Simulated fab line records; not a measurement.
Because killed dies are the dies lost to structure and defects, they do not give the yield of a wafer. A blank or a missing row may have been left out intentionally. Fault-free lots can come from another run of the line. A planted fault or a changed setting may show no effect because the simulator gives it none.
Chamber matching || flow gf180mcu || GF_STI_CMP_25 on cmp-02 has 4 sister chambers
The step polishes, stops on Si3N4, t overpolish 33 s, target thk 524.6 nm. 14 wafers are shown with their chamber, then 7 later ones without.

WAFERS, EACH WITH ITS CHAMBER
{"wafer": "L981.1", "chamber": 0, "motor_current_A (A)": 11.5, "overpolish_run_s (s)": 32.995, "time_to_endpoint_s (s)": 127}
{"wafer": "L981.3", "chamber": 3, "motor_current_A (A)": 11.6, "overpolish_run_s (s)": 33.007, "time_to_endpoint_s (s)": 126}
{"wafer": "L981.6", "chamber": 3, "motor_current_A (A)": 11.4, "overpolish_run_s (s)": 33.002, "time_to_endpoint_s (s)": 125}
{"wafer": "L983.2", "chamber": 1, "motor_current_A (A)": 13.2, "overpolish_run_s (s)": 32.996, "time_to_endpoint_s (s)": 128}
{"wafer": "L983.3", "chamber": 0, "motor_current_A (A)": 11.9, "overpolish_run_s (s)": 32.987, "time_to_endpoint_s (s)": 130}
{"wafer": "L983.6", "chamber": 3, "motor_current_A (A)": 11.6, "overpolish_run_s (s)": 33.000, "time_to_endpoint_s (s)": 128}
{"wafer": "L984.3", "chamber": 0, "motor_current_A (A)": 11.7, "overpolish_run_s (s)": 32.982, "time_to_endpoint_s (s)": 134}
{"wafer": "L984.5", "chamber": 3, "motor_current_A (A)": 11.5, "overpolish_run_s (s)": 33.007, "time_to_endpoint_s (s)": 124}
{"wafer": "L984.6", "chamber": 2, "motor_current_A (A)": 11.6, "overpolish_run_s (s)": 33.002, "time_to_endpoint_s (s)": 136}
{"wafer": "L992.2", "chamber": 1, "motor_current_A (A)": 12.8, "overpolish_run_s (s)": 33.005, "time_to_endpoint_s (s)": 123}
{"wafer": "L992.4", "chamber": 2, "motor_current_A (A)": 12.3, "overpolish_run_s (s)": 33.011, "time_to_endpoint_s (s)": 136}
{"wafer": "L992.5", "chamber": 1, "motor_current_A (A)": 13.4, "overpolish_run_s (s)": 32.989, "time_to_endpoint_s (s)": 129}
{"wafer": "L994.2", "chamber": 2, "motor_current_A (A)": 12.2, "overpolish_run_s (s)": 33.000, "time_to_endpoint_s (s)": 127}
{"wafer": "L994.4", "chamber": 1, "motor_current_A (A)": 13.0, "overpolish_run_s (s)": 33.000, "time_to_endpoint_s (s)": 122}

SIGNATURES, as means of the wafers listed above
{"reading": "motor_current_A", "chamber 0": 11.700, "chamber 1": 13.100, "chamber 2": 12.033, "chamber 3": 11.525, "scatter within a chamber": 0.244}
{"reading": "overpolish_run_s", "chamber 0": 32.98800, "chamber 1": 32.99750, "chamber 2": 33.00433, "chamber 3": 33.00400, "scatter within a chamber": 0.00574}
{"reading": "time_to_endpoint_s", "chamber 0": 130.33, "chamber 1": 125.50, "chamber 2": 133.00, "chamber 3": 125.75, "scatter within a chamber": 3.53}
Rule: a wafer lies at a distance from a chamber equal to the root of the sum of squares, over the readings, of (its reading less the chamber's mean, divided by the reading's scatter). If the next closest chamber is less than 2 further off than the closest, the wafer can't be placed; otherwise it belongs to the closest. The scatter: take each reading less its chamber's mean, square it, sum over the shown wafers, divide by the number of wafers less the number of chambers, and take the root.

WAFERS WITHOUT THEIR CHAMBER
{"wafer": "L994.5", "motor_current_A (A)": 11.5, "overpolish_run_s (s)": 33.005, "time_to_endpoint_s (s)": 127}
{"wafer": "L996.1", "motor_current_A (A)": 12.0, "overpolish_run_s (s)": 33.004, "time_to_endpoint_s (s)": 126}
{"wafer": "L996.4", "motor_current_A (A)": 11.6, "overpolish_run_s (s)": 33.015, "time_to_endpoint_s (s)": 125}
{"wafer": "L996.5", "motor_current_A (A)": 11.9, "overpolish_run_s (s)": 33.003, "time_to_endpoint_s (s)": 133}
{"wafer": "L998.2", "motor_current_A (A)": 12.0, "overpolish_run_s (s)": 33.006, "time_to_endpoint_s (s)": 121}
{"wafer": "L998.3", "motor_current_A (A)": 11.5, "overpolish_run_s (s)": 32.994, "time_to_endpoint_s (s)": 118}
{"wafer": "L998.6", "motor_current_A (A)": 11.6, "overpolish_run_s (s)": 33.013, "time_to_endpoint_s (s)": 129}

THE CHAMBER EACH PASSED THROUGH
{"wafer": "L994.5", "from the rows above": 3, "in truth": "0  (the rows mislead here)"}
{"wafer": "L996.1", "from the rows above": "can't be placed: 3 or 2 or 0", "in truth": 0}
{"wafer": "L996.4", "from the rows above": "can't be placed: 3 or 2", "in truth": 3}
{"wafer": "L996.5", "from the rows above": "can't be placed: 2 or 3", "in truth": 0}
{"wafer": "L998.2", "from the rows above": "can't be placed: 3 or 2 or 0", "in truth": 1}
{"wafer": "L998.3", "from the rows above": "can't be placed: 3 or 0", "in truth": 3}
{"wafer": "L998.6", "from the rows above": "can't be placed: 3 or 2", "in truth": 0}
Placed correctly: 0 of 7. Cannot be placed on the basis of these rows: 6; the candidates contain the true chamber in 3. 1 placed wrongly.
